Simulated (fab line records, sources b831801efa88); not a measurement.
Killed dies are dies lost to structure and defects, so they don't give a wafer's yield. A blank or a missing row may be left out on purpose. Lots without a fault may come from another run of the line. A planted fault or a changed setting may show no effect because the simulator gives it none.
Which tool did it? | flow sky130 | 12 lots, 36 wafers sampled, at 1 step of a route of 708

WHAT THE GAUGES READ, wafer by wafer
SKY_CAP2M_THK_MEAS_04: measures by xrf.
lot  | measured     | on            | CAP2M_TIN_THK (nm)
L267 | day 40 06:51 | film_metro-01 | 198 197 200
L268 | day 40 07:58 | film_metro-01 | 198 202 198
L269 | day 40 08:38 | film_metro-04 | 199 200 194
L271 | day 41 04:53 | film_metro-03 | 207 205 207
L270 | day 41 06:16 | film_metro-01 | 201 204 202
L272 | day 41 15:05 | film_metro-03 | 205 201 198
L274 | day 41 23:54 | film_metro-01 | 200 199 200
L276 | day 42 09:43 | film_metro-01 | 200 201 201
L277 | day 42 13:23 | film_metro-03 | 205 203 205
L278 | day 42 22:26 | film_metro-03 | 202 198 202
L279 | day 43 07:25 | film_metro-03 | 206 209 204
L286 | day 45 03:24 | film_metro-03 | 205 202 199

WHICH TOOL RAN EACH LOT (tool, then ch and the chambers of the sampled wafers, then the start)
The record holds no process step before these readings.

WHAT THE TOOLS THEMSELVES READ (means of the sampled wafers that have a number; where no wafer has one, the mark that the record gives instead)
The record holds no such reading with a usual standard deviation.

THE ANSWER, worked out from the rows above alone
Rule: what is usual is taken from the lots themselves. Put in order of their means at a reading, lots are off if they are a third of the lots or fewer, leave a main group of 4 or more, and stand apart from it by a gap of 3 or more times the standard deviation of the main group's means; of several such gaps the widest counts. A main group whose means are all the same, to the digits that the tables above print for the reading, isn't used. A lot without any number at a reading at which 4 lots or more have one is off too. The other lots that the step has rows for count as sound. The gauges are gone through in route order, then the tools' own readings, and for those a lot's mean is taken as printed above. The first step at which some lot is off is used, and at that step the reading that is off furthest; a lot without a number counts as furthest.
No lot is off at any reading shown: from this, nothing can be told.

WHAT THE SIMULATOR HAD PUT IN
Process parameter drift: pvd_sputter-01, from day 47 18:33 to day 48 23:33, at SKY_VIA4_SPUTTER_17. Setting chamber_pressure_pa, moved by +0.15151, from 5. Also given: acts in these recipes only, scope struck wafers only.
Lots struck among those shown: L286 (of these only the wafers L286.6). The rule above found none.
